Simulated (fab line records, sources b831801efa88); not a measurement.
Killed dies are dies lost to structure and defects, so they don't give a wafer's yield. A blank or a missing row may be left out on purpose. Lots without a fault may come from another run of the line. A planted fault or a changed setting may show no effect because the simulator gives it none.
fab line records | flow sky130
record lots=11 wafers=33 last_day=50
route steps=708 shown SONOS_ONO@168 POLY_GATE@228 LI_CONTACT@376 VIA3@597
lots that met no fault: from a run of the same line without faults
start_h: hours from the record's first day to the start of the lot's first wafer shown | wait_h: hours since the lot's step before | " the same as in the row above | L1.1+2: a row that stands for several wafers | - no value, or no start given | * or withheld: withheld | < > ~ a bound
route shown NAME@n: a module of which the file shows steps, and the number in the route of the first | usual: mean/standard deviation of fault-free wafers | same: alike in all rows | chamber/n: place in a boat | sites: the reading at each site | _std_site: their standard deviation | _edge_site: outer sites' mean less inner sites' | radius_mm: how far each site lies from the wafer's centre | mask NAME#n: copy n | behind: the tool/chamber that last shaped the wafer | hold: why the lot was held/for how many hours/how that ended | device: the transistor (n, p or np) that didn't switch | end of line: the same wafers' tests at the end of the route | a step without rows: its recipe alone | killed: dies lost to structure and defects at the first sort, not the wafer's yield | map: a wafer's dies, x killed, . not, _ none there
set.NAME: the setting as run; set.NAME@STEP: as run at that earlier step | model.NAME: the simulator's own value behind a step, which no gauge read
steps of the route over a sample of lots; a table a step, a row a wafer
services: from which hour (start_h, from the record's first day; less than 0 if before it) a tool's chamber was out of use, for how many hours, and why
## steps
# step SKY_SONOS_ONO_OXIDATION_00
# recipe temp_c=800 ambient=O2 idle_temp_c=700 ramp_up_c_per_min=10 ramp_down_c_per_min=3 stabilise_s=600 purge_s=300 target_thk_a=26 ox_time_s=1249
# usual spike_tc_bottom_C=820.2/2.6 spike_tc_centre_C=800.1/1 spike_tc_lower_C=799.6/1.2 spike_tc_top_C=814.7/2.3 spike_tc_upper_C=800.3/0.99 tube_center_temp_C=799.99/0.069 tube_center_temp_C_max=802.0/0.32 zone_power_bottom_pct=18.64/0.19 zone_power_centre_pct=12.40/0.14 zone_power_top_pct=27.65/0.26 zone_power_upper_pct=13.9/0.39
# columns lot.wafer tool chamber start_h wait_h spike_tc_bottom_C spike_tc_centre_C spike_tc_lower_C spike_tc_top_C spike_tc_upper_C tube_center_temp_C tube_center_temp_C_max zone_power_bottom_pct zone_power_centre_pct zone_power_top_pct zone_power_upper_pct
L159.1 furnace-02 0 214.47 0.0 823.2 800.9 801.1 813.6 801.9 799.94 801.5 18.88 12.16 27.67 14.3
L159.4 " 0 " " 822.9 800.3 801.4 812.5 800.6 799.98 801.5 18.62 12.36 27.51 14.1
L159.6 " 0 " " 821.8 802.5 798.4 811.2 800.6 800.05 802.2 18.69 12.45 27.80 14.1
L161.2 furnace-01 0 257.79 2.9 817.8 801.6 797.4 814.0 800.7 799.91 801.8 18.48 12.41 27.51 13.3
L161.3 " 0 " " 819.3 799.3 797.8 816.1 799.1 799.95 802.0 18.80 12.25 27.90 13.4
L161.6 " 0 " " 818.1 798.4 799.9 816.1 800.0 800.13 802.6 18.51 12.13 27.45 13.3
L165.1 furnace-01 0 304.71 0.0 816.6 799.5 799.7 816.3 800.8 799.9 801.7 18.24 12.45 27.52 13.5
L165.3 " 0 " " 818.2 800.0 798.7 816.9 800.7 799.94 801.8 18.53 12.30 27.73 13.4
L165.4 " 0 " " 817.2 800.3 799.7 816.6 799.7 800.04 801.9 18.58 12.34 27.29 13.4
L166.2 furnace-02 0 313.23 0.0 822.7 801.8 799.4 811.3 799.6 799.97 801.7 18.49 12.57 27.65 14.3
L166.5 " 0 " " 821.6 800.6 800.2 811.8 798.4 800.06 802.0 18.48 12.44 27.23 14.0
L166.6 " 0 " " 822.8 798.9 800.1 811.2 801.6 799.96 801.8 18.23 12.43 27.56 14.2
L167.2 furnace-01 0 321.56 0.0 816.8 798.8 799.0 816.5 799.6 799.94 802.1 18.52 12.37 27.57 13.5
L167.5 " 0 " " 816.1 800.6 797.8 815.4 800.5 799.91 801.9 18.51 12.44 27.71 13.4
L167.6 " 0 " " 817.5 799.8 798.3 815.0 801.0 799.99 801.9 18.86 12.42 27.46 13.3
L169.1 furnace-01 0 339.21 0.0 817.8 800.4 799.6 817.6 799.6 799.88 801.8 18.66 12.41 27.76 13.6
L169.3 " 0 " " 817.9 800.3 799.3 818.1 800.4 800.01 802.1 18.71 12.32 27.87 13.7
L169.5 " 0 " " 817.8 798.9 797.5 818.0 800.4 800.11 802.0 18.56 12.54 27.51 13.4
L170.1 furnace-02 0 344.33 0.4 833.8 811.7 811.9 822.3 811.1 810.32 812.3 19.34 12.95 28.20 14.8
L170.4 " 0 " " 831.9 812.4 811.1 823.1 810.1 810.35 812.2 19.22 12.89 28.44 14.6
L170.6 " 0 " " 833.6 810.3 810.6 822.1 809.5 810.25 812.1 19.23 12.73 28.45 14.8
L171.1 furnace-02 0 353.79 0.0 831.8 810.6 811.3 821.9 810.4 810.29 812.3 19.04 12.82 28.03 14.8
L171.3 " 0 " " 831.8 811.8 812.5 822.6 809.5 810.24 812.0 19.11 12.70 28.35 14.7
L171.5 " 0 " " 833.5 811.3 810.6 823.3 811.2 810.19 812.2 19.35 12.78 28.50 14.4
L179.1 furnace-02 0 427.87 1.1 823.6 800.9 801.1 813.4 800.8 799.82 801.8 18.62 12.31 28.29 14.0
L179.4 " 0 " " 823.1 798.0 798.9 812.5 802.7 800.04 802.0 18.69 12.51 27.81 14.1
L179.6 " 0 " " 824.2 800.0 798.7 811.3 799.4 800.04 801.8 18.55 12.41 27.64 14.4
L181.1 furnace-01 0 447.54 0.8 817.9 801.0 797.8 817.2 800.5 799.95 802.4 18.88 12.52 27.50 13.6
L181.5 " 0 " " 817.7 797.5 798.4 817.2 801.0 800.04 802.2 18.63 12.40 27.59 13.6
L181.6 " 0 " " 817.5 800.9 800.4 815.7 800.1 800.14 802.0 18.58 12.36 27.92 13.5
L182.1 furnace-01 0 458.29 0.9 819.9 799.5 799.7 816.6 799.6 799.98 802.2 18.55 12.40 28.28 13.5
L182.4 " 0 " " 818.2 800.3 800.8 817.0 801.1 799.94 801.6 18.54 12.40 27.61 13.4
L182.6 " 0 " " 817.6 799.6 797.8 818.3 801.5 800.03 802.1 18.72 12.21 27.60 13.5
# step SKY_SONOS_ONO_THK_MEAS_01
# recipe reads=SiO2_of_SONOS_ONO_OXIDATION_00
# usual SONOS_ONO_OXIDATION_THK=2.60/0.059
# columns lot.wafer tool chamber start_h wait_h SONOS_ONO_OXIDATION_THK[nm]
L159.1 film_metro-03 - 215.82 0.0 2.49
L159.4 " - " " 2.52
L159.6 " - " " 2.49
L161.2 film_metro-03 - 259.14 0.0 2.58
L161.3 " - " " 2.53
L161.6 " - " " 2.55
L165.1 film_metro-04 - 306.06 0.0 2.62
L165.3 " - " " 2.63
L165.4 " - " " 2.57
L166.2 film_metro-04 - 314.59 0.0 2.58
L166.5 " - " " 2.51
L166.6 " - " " 2.63
L167.2 film_metro-04 - 322.92 0.0 2.61
L167.5 " - " " 2.58
L167.6 " - " " 2.60
L169.1 film_metro-04 - 340.55 0.0 2.70
L169.3 " - " " 2.69
L169.5 " - " " 2.69
L170.1 film_metro-03 - 345.68 0.0 2.97
L170.4 " - " " 3.01
L170.6 " - " " 3.04
L171.1 film_metro-01 - 355.14 0.0 2.95
L171.3 " - " " 2.98
L171.5 " - " " 2.96
L179.1 film_metro-01 - 429.21 0.0 2.65
L179.4 " - " " 2.61
L179.6 " - " " 2.59
L181.1 film_metro-03 - 448.89 0.0 2.51
L181.5 " - " " 2.44
L181.6 " - " " 2.52
L182.1 film_metro-03 - 459.64 0.0 2.63
L182.4 " - " " 2.59
L182.6 " - " " 2.53
# step SKY_POLY_GATE_OVL_MEAS_14
# usual POLY_GATE_OVL=3/5.4
# columns lot.wafer tool chamber start_h wait_h POLY_GATE_OVL[nm]
L159.1 overlay-01 - 333.49 0.1 2
L159.4 " - " " 8
L159.6 " - " " 11
L161.2 overlay-02 - 384.55 0.1 -5
L161.3 " - " " -11
L161.6 " - " " -6
L165.1 overlay-01 - 430.84 0.1 10
L165.3 " - " " 11
L165.4 " - " " 1
L166.2 overlay-02 - 445.95 0.1 6
L166.5 " - " " 4
L166.6 " - " " 0
L167.2 overlay-01 - 458.50 0.1 6
L167.5 " - " " 1
L167.6 " - " " 10
L169.1 overlay-02 - 473.29 0.1 8
L169.3 " - " " 9
L169.5 " - " " 6
L170.1 overlay-01 - 479.79 0.1 1
L170.4 " - " " 3
L170.6 " - " " 5
L171.1 overlay-02 - 537.17 0.1 4
L171.3 " - " " 5
L171.5 " - " " 11
L179.1 overlay-01 - 564.79 0.1 8
L179.4 " - " " 3
L179.6 " - " " 3
L181.1 overlay-01 - 584.57 0.1 -9
L181.5 " - " " -6
L181.6 " - " " -8
L182.1 overlay-02 - 592.62 0.1 2
L182.4 " - " " 0
L182.6 " - " " -3
# step SKY_LI_CONTACT_ETCH_14
# recipe chemistry=N2/H2 target=BARC ion_energy_ev=200 source_w=500 bias_w=100 pressure_mtorr=30 n2_flow_sccm=100 h2_flow_sccm=200 stop_on=SiO2 time_s=45.9 target_depth_a=600
# usual drypump_motor_current_A=5.8/0.41 oes_product_au=0.854/0.0047 throttle_valve_pct=13.225/0.0098
# columns lot.wafer tool chamber start_h wait_h drypump_motor_current_A oes_product_au rf_hours_counter_h throttle_valve_pct
L159.1 rie_diel-02 0 640.97 0.0 5.1 0.851 4 13.228
L159.4 " 1 " " 6.2 0.845 9 13.229
L159.6 " 1 " " 6.3 0.848 - 13.229
L161.2 rie_diel-03 1 697.81 0.0 6.1 0.864 0 13.235
L161.3 " 0 " " 5.8 0.858 4 13.240
L161.6 " 3 " " 5.0 0.859 - 13.223
L165.1 rie_diel-03 1 738.51 0.0 6.1 0.858 1 13.211
L165.3 " 0 " " 5.8 0.855 6 13.219
L165.4 " 2 " " 5.9 0.863 9 13.238
L166.2 rie_diel-02 1 751.02 0.0 6.3 0.850 11 13.196
L166.5 " 0 " " 5.1 0.857 - 13.233
L166.6 " 3 " " 5.9 0.860 - 13.226
L167.2 rie_diel-04 0 764.46 0.0 6.0 0.856 5 13.222
L167.5 " 0 " " 6.0 0.852 - 13.232
L167.6 " 1 " " 5.5 0.854 - 13.220
L169.1 rie_diel-04 1 774.12 0.0 5.5 0.854 10 13.217
L169.3 " 0 " " 6.0 0.852 5 13.215
L169.5 " 1 " " 5.5 0.853 - 13.225
L170.1 rie_diel-02 3 779.97 0.0 5.9 0.844 8 13.214
L170.4 " 2 " " 5.6 0.854 23 13.229
L170.6 " 0 " " 5.1 0.866 - 13.226
L171.1 rie_diel-04 3 824.72 0.0 6.5 0.858 11 13.237
L171.3 " 2 " " 5.8 0.841 16 13.223
L171.5 " 2 " " 5.8 0.855 - 13.237
L179.1 rie_diel-04 1 845.32 0.0 5.5 0.854 12 13.234
L179.4 " 3 " " 6.5 0.844 11 13.235
L179.6 " 0 " " 6.0 0.853 - 13.231
L181.1 rie_diel-03 0 866.61 0.0 5.8 0.854 8 13.219
L181.5 " 1 " " 6.1 0.851 - 13.232
L181.6 " 0 " " 5.8 0.849 - 13.209
L182.1 rie_diel-02 1 871.26 0.0 6.3 0.860 15 13.245
L182.4 " 2 " " 5.6 0.852 26 13.228
L182.6 " 2 " " 5.6 0.855 - 13.225
# step SKY_VIA3_CMP_24
# recipe stop_on=SiO2 t_overpolish_s=20 down_force_psi=3.5 platen_rpm=60 target_thk_nm=0 pad_velocity_m_s=0.94248
# usual motor_current_A=11.0/0.95 overpolish_run_s=20.000/0.0085 time_to_endpoint_s=94.0/2.5
# columns lot.wafer tool chamber start_h wait_h motor_current_A overpolish_run_s time_to_endpoint_s
L159.4 cmp-02 2 897.48 0.1 12.9 20.005 93.8
L159.1 " 3 " " 11.3 20.009 92.5
L159.6 " 0 " " 11.3 20.001 94.4
L161.2 cmp-01 2 945.84 0.0 11.7 20.004 95.8
L161.3 " 1 " " 11.6 20.011 96.8
L161.6 " 2 " " 11.8 19.996 95.9
L165.1 cmp-01 1 975.84 0.1 11.5 20.001 96.0
L165.4 " 2 " " 11.4 19.999 92.8
L165.3 " 0 " " 9.6 19.990 91.6
L166.2 cmp-01 2 991.79 0.2 11.5 20.015 93.2
L166.5 " 3 " " 11.6 19.991 97.4
L166.6 " 0 " " 8.9 20.000 96.0
L167.2 cmp-01 2 1002.83 0.2 11.1 19.993 90.6
L167.5 " 3 " " 11.9 20.002 90.1
L167.6 " 0 " " 9.2 20.011 90.8
L169.3 cmp-01 2 1013.59 0.0 10.9 20.000 93.7
L169.1 " 0 " " 10.1 20.002 94.1
L169.5 " 3 " " 11.2 19.984 94.8
L170.4 cmp-01 3 1017.47 0.0 11.4 20.003 95.6
L170.1 " 0 " " 9.2 19.988 94.2
L170.6 " 3 " " 11.1 19.993 93.1
L171.3 cmp-02 3 1059.54 0.1 11.5 19.989 92.7
L171.1 " 0 " " 11.2 19.998 86.8
L171.5 " 2 " " 12.0 20.006 92.7
L179.1 cmp-01 1 1076.24 0.1 10.9 20.010 92.7
L179.4 " 2 " " 10.9 20.009 92.9
L179.6 " 1 " " 11.3 19.997 92.5
L181.1 cmp-01 3 1093.98 0.1 11.2 19.994 88.7
L181.5 " 2 " " 11.2 20.011 91.2
L181.6 " 3 " " 11.3 19.990 89.7
L182.4 cmp-02 3 1098.11 0.1 11.7 20.003 93.2
L182.1 " 0 " " 10.9 20.007 92.6
L182.6 " 2 " " 12.6 19.984 89.2
## services
# columns tool chamber start_h hours kind
cmp-01 - 201.26 9.0 pm
furnace-01 - 208.13 2.5 pm
cmp-01 - 228.65 2.0 repair
cmp-01 - 232.22 0.8 repair
cmp-01 - 269.05 8.0 pm
furnace-01 - 285.72 3.1 pm
cmp-01 - 290.48 1.6 repair
cmp-01 - 302.73 0.5 repair
cmp-01 - 308.60 2.4 repair
cmp-01 - 342.53 4.2 repair
cmp-01 - 404.16 4.0 pm
cmp-01 - 477.83 2.3 repair
cmp-01 - 500.19 0.9 repair
cmp-01 - 511.24 1.3 repair
cmp-01 - 532.63 1.1 repair
cmp-01 - 594.73 0.5 repair
cmp-01 - 609.24 0.7 repair
cmp-01 - 638.05 5.7 pm
cmp-01 - 744.16 4.0 pm
cmp-01 - 807.91 5.2 repair
cmp-01 - 957.95 0.8 repair
cmp-01 - 1007.05 5.3 pm
cmp-01 - 1084.31 4.0 pm
cmp-01 - 1096.70 1.3 repair
## key
first_sign step=SKY_SONOS_ONO_OXIDATION_00 reading=tube_center_temp_C direction=up sigmas=99+ usual=* struck=*
effect step=SKY_SONOS_ONO_OXIDATION_00 reading=tube_center_temp_C_max direction=up sigmas=31 usual=* struck=*
effect step=SKY_SONOS_ONO_THK_MEAS_01 reading=SONOS_ONO_OXIDATION_THK direction=up sigmas=6.6 usual=2.60 struck=2.99
met_at SKY_SONOS_ONO_OXIDATION_00
struck_lots L170,L171
tester_left_out L170,L171
not_acting_at SKY_POLY_GATE_OVL_MEAS_14,SKY_LI_CONTACT_ETCH_14,SKY_VIA3_CMP_24
onset_between 313.23 344.33
fault kind=process_parameter_drift tool=furnace-02 chamber=- onset_h=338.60 steps=SKY_SONOS_ONO_OXIDATION_00 channel=temp_c offset=* shape=step end_h=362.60 acts_in=* stated=*
# tester_left_out: of these lots the tester's yield and bins aren't shown, on N5 and GAA mostly nor the transistor test; their killed dies are dies lost to structure and defects alone, not to doping, threshold or leakage, so they don't give the yield
